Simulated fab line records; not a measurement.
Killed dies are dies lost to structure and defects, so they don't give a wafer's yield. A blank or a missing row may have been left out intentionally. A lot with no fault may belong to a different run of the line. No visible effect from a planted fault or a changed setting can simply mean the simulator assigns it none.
Which tool is to blame? ; flow sky130 ; 24 lots, 72 wafers sampled, at 4 steps of a route of 708

## WHAT EACH GAUGE READ, for each wafer
SKY_SONOS_ONO_OVL_MEAS_14. Usual: for SONOS_ONO_OVL the level is 0.8 nm and the standard deviation is 1.6.
lot;measured;on;SONOS_ONO_OVL (nm);flag
L074;day 13 23:02;overlay-02;2.8 3.2 3.7;
L075;day 13 22:44;overlay-01;-2.3 0.1 -1.9;
L076;day 14 00:28;overlay-02;0.1 1.6 -0.3;
L077;day 14 00:46;overlay-02;-0.4 -0.1 0.4;
L078;day 14 15:09;overlay-02;0.9 -0.4 0.3;
L079;day 15 01:49;overlay-02;-0.2 1.6 0.7;
L080;day 15 03:46;overlay-02;-0.2 0.0 -0.5;
L081;day 15 10:58;overlay-02;1.1 -1.0 2.4;
L082;day 15 10:50;overlay-02;2.7 1.5 1.3;
L083;day 15 23:20;overlay-02;-1.4 1.1 -0.1;
L084;day 16 09:49;overlay-01;-0.5 0.8 0.8;
L085;day 16 16:39;overlay-01;0.1 2.2 -0.4;
L086;day 17 00:14;overlay-02;-0.4 -0.5 -1.3;
L087;day 17 07:01;overlay-01;2.5 1.7 -0.2;
L088;day 17 09:58;overlay-02;4.3 4.9 3.3;
L089;day 17 17:57;overlay-01;-0.9 0.7 -0.1;
L090;day 18 00:13;overlay-02;1.7 1.4 3.3;
L091;day 18 08:35;overlay-02;-0.9 -0.1 -0.7;
L092;day 18 21:28;overlay-01;0.6 2.0 1.7;
L093;day 19 04:01;overlay-02;1.4 2.0 3.3;
L094;day 19 17:02;overlay-02;-0.2 0.4 0.3;
L095;day 20 07:34;overlay-01;-0.5 0.3 0.5;
L096;day 20 12:05;overlay-01;-1.1 1.0 0.2;
L097;day 20 11:46;overlay-02;2.7 3.6 0.7;

SKY_CONTACT_CD_MEAS_14: the cd target is 170 nm. Usual: cdNm at 169.8 nm, with a standard deviation of 1.4.
lot;measured;on;cdNm (nm);flag
L074;day 33 01:38;cdSem-01;167.6 169.4 170.1;
L075;day 32 22:50;cdSem-01;169.9 169.7 168.8;
L076;day 33 02:44;cdSem-02;166.9 168.9 168.1;
L077;day 33 04:40;cdSem-01;170.7 169.3 169.9;
L078;day 33 14:36;cdSem-02;173.0 172.4 172.6;
L079;day 34 00:43;cdSem-01;170.0 168.9 169.3;
L080;day 34 07:46;cdSem-01;169.5 168.7 169.8;
L081;day 34 10:43;cdSem-01;168.3 170.5 169.9;
L082;day 34 11:25;cdSem-01;171.0 171.9 171.6;
L083;day 34 22:06;cdSem-01;171.6 169.4 171.2;
L084;day 35 09:05;cdSem-02;168.9 168.9 168.4;
L085;day 35 14:31;cdSem-01;168.8 170.0 170.5;
L086;day 35 18:11;cdSem-02;170.6 170.9 170.6;
L087;day 35 22:34;cdSem-02;168.4 168.8 170.0;
L088;day 36 11:09;cdSem-02;167.2 166.4 166.9;
L089;day 36 12:09;cdSem-02;167.9 168.2 167.7;
L090;day 36 17:13;cdSem-02;168.5 167.4 169.2;
L091;day 37 00:50;cdSem-01;168.9 169.6 169.1;
L092;day 37 12:58;cdSem-02;170.1 169.6 169.5;
L093;day 37 20:23;cdSem-02;171.1 171.4 171.5;
L094;day 38 07:58;cdSem-02;170.1 170.0 169.7;
L095;day 38 17:26;cdSem-02;170.3 170.9 170.6;
L096;day 38 22:42;cdSem-02;170.3 170.3 169.3;
L097;day 38 19:23;cdSem-02;171.6 171.0 172.3;

## TOOL THAT RAN EACH LOT (tool first, then ch and the chambers of the sampled wafers, then the start)
lot;SKY_FIELD_ISO_ETCH_17;SKY_SD_N_RTA_14
L074;rieSi-01 ch 1,3, day 2 04:55;rtpAnneal-02 ch 0, day 29 10:01
L075;rieSi-01 ch 0,2,3, day 2 10:47;rtpAnneal-01 ch 0, day 29 08:04
L076;rieSi-01 ch 0,1,3, day 2 15:44;rtpAnneal-01 ch 0, day 29 10:25
L077;rieSi-02 ch 1,2,3, day 2 20:22;rtpAnneal-02 ch 0, day 29 12:23
L078;rieSi-02 ch 0,1,3, day 3 02:07;rtpAnneal-01 ch 0, day 29 23:09
L079;rieSi-01 ch 1,2,3, day 3 08:08;rtpAnneal-02 ch 0, day 30 11:59
L080;rieSi-02 ch 0,1, day 3 13:04;rtpAnneal-01 ch 0, day 30 17:31
L081;rieSi-01 ch 1,2,3, day 3 17:52;rtpAnneal-02 ch 0, day 30 20:29
L082;rieSi-02 ch 0,1,2, day 4 00:55;rtpAnneal-01 ch 0, day 30 21:15
L083;rieSi-02 ch 0,2,3, day 4 07:14;rtpAnneal-02 ch 0, day 31 07:16
L084;rieSi-01 ch 0,1,3, day 4 13:13;rtpAnneal-01 ch 0, day 31 20:09
L085;rieSi-02 ch 1,2,3, day 4 18:16;rtpAnneal-02 ch 0, day 31 23:41
L086;rieSi-02 ch 1,2, day 4 21:19;rtpAnneal-01 ch 0, day 32 06:22
L087;rieSi-02 ch 1,2,3, day 5 00:28;rtpAnneal-02 ch 0, day 32 10:23
L088;rieSi-02 ch 0,2,3, day 5 06:05;rtpAnneal-01 ch 0, day 32 21:49
L089;rieSi-02 ch 1,2,3, day 5 10:07;rtpAnneal-02 ch 0, day 32 23:52
L090;rieSi-02 ch 1,2,3, day 5 16:58;rtpAnneal-01 ch 0, day 33 04:58
L091;rieSi-02 ch 0,1,2, day 5 23:11;rtpAnneal-02 ch 0, day 33 13:09
L092;rieSi-01 ch 0,2,3, day 6 03:13;rtpAnneal-01 ch 0, day 34 01:33
L093;rieSi-01 ch 0,1,2, day 6 09:32;rtpAnneal-02 ch 0, day 34 07:49
L094;rieSi-01 ch 0,1, day 6 13:10;rtpAnneal-01 ch 0, day 34 20:11
L095;rieSi-01 ch 0,1,3, day 6 20:46;rtpAnneal-02 ch 0, day 35 06:04
L096;rieSi-01 ch 0,1,3, day 7 04:07;rtpAnneal-02 ch 0, day 35 12:23
L097;rieSi-02 ch 0,1,2, day 7 06:40;rtpAnneal-01 ch 0, day 35 09:08
- SKY_FIELD_ISO_ETCH_17: etches Si in HBr/Cl2/O2, target depth 342 nm, time 97.7 s.
- SKY_SD_N_RTA_14: time 2 s.

## AS READ BY THE TOOLS THEMSELVES (means over the sampled wafers that have a number; for cases with no such wafer, the mark the record gives instead)
SKY_FIELD_ISO_ETCH_17. Usual: drypumpMotorCurrentA 5.6 A, standard deviation 0.52; oesProductAu 1.006 a.u., standard deviation 0.0094; throttleValvePct 25.653 %, standard deviation 0.01.
lot;tool;drypumpMotorCurrentA (A);oesProductAu (a.u.);throttleValvePct (%);flag
L074;rieSi-01;5.9;1.015;25.652;
L075;rieSi-01;5.5;1.002;25.648;
L076;rieSi-01;5.6;1.012;25.648;
L077;rieSi-02;5.4;0.995;25.664;
L078;rieSi-02;5.9;1.003;25.659;
L079;rieSi-01;5.7;1.010;25.655;
L080;rieSi-02;6.3;1.002;25.663;
L081;rieSi-01;5.7;1.001;25.658;
L082;rieSi-02;5.8;1.003;25.656;
L083;rieSi-02;5.6;1.003;25.661;
L084;rieSi-01;5.6;1.013;25.652;
L085;rieSi-02;5.4;1.008;25.653;
L086;rieSi-02;5.2;1.013;25.655;
L087;rieSi-02;5.4;1.009;25.651;
L088;rieSi-02;5.6;1.000;25.650;
L089;rieSi-02;5.4;1.005;25.658;
L090;rieSi-02;5.4;0.998;25.662;
L091;rieSi-02;5.8;1.008;25.657;
L092;rieSi-01;5.5;1.016;25.650;
L093;rieSi-01;5.4;1.013;25.644;
L094;rieSi-01;5.3;1.013;25.640;
L095;rieSi-01;5.6;1.012;25.640;
L096;rieSi-01;5.6;1.014;25.642;
L097;rieSi-02;5.8;0.990;25.667;

SKY_SD_N_RTA_14. Usual: lampPowerPct 15.73 %, standard deviation 0.057; wafer_temp_C_max 1078.3, standard deviation 1.3.
lot;tool;lampPowerPct (%);wafer_temp_C_max;flag
L074;rtpAnneal-02;15.80;1078.0;
L075;rtpAnneal-01;15.75;1078.2;
L076;rtpAnneal-01;15.74;1077.0;
L077;rtpAnneal-02;15.72;1080.0;
L078;rtpAnneal-01;15.73;1078.0;
L079;rtpAnneal-02;15.66;1078.0;
L080;rtpAnneal-01;15.72;1079.6;
L081;rtpAnneal-02;15.71;1077.1;
L082;rtpAnneal-01;15.72;1079.2;
L083;rtpAnneal-02;15.70;1078.0;
L084;rtpAnneal-01;15.71;1078.8;
L085;rtpAnneal-02;15.69;1079.1;
L086;rtpAnneal-01;15.71;1078.2;
L087;rtpAnneal-02;15.72;1078.7;
L088;rtpAnneal-01;15.69;1078.8;
L089;rtpAnneal-02;15.75;1077.9;
L090;rtpAnneal-01;15.73;1078.8;
L091;rtpAnneal-02;15.73;1077.6;
L092;rtpAnneal-01;15.75;1078.2;
L093;rtpAnneal-02;15.72;1077.2;
L094;rtpAnneal-01;15.68;1077.2;
L095;rtpAnneal-02;15.77;1078.9;
L096;rtpAnneal-02;15.76;1079.3;
L097;rtpAnneal-01;15.76;1078.0;

## THE ANSWER, worked out from the rows above alone
Rule: lot off if the mean of its wafers having a number is beyond 3 standard deviations from the usual mean. A lot without any number at a reading at which 4 lots or more have one is off too. Where the step has rows for the other lots, those lots are counted as sound. Order of review: gauges by route order, followed by the tools' own readings, for which a lot's mean as printed above is used. At the first step where some lot is off, the reading lying furthest off is the one used; lots without a number count as furthest.
No lot is off on any of the readings shown, so nothing can be concluded from this.

## WHAT THE SIMULATOR PUT IN
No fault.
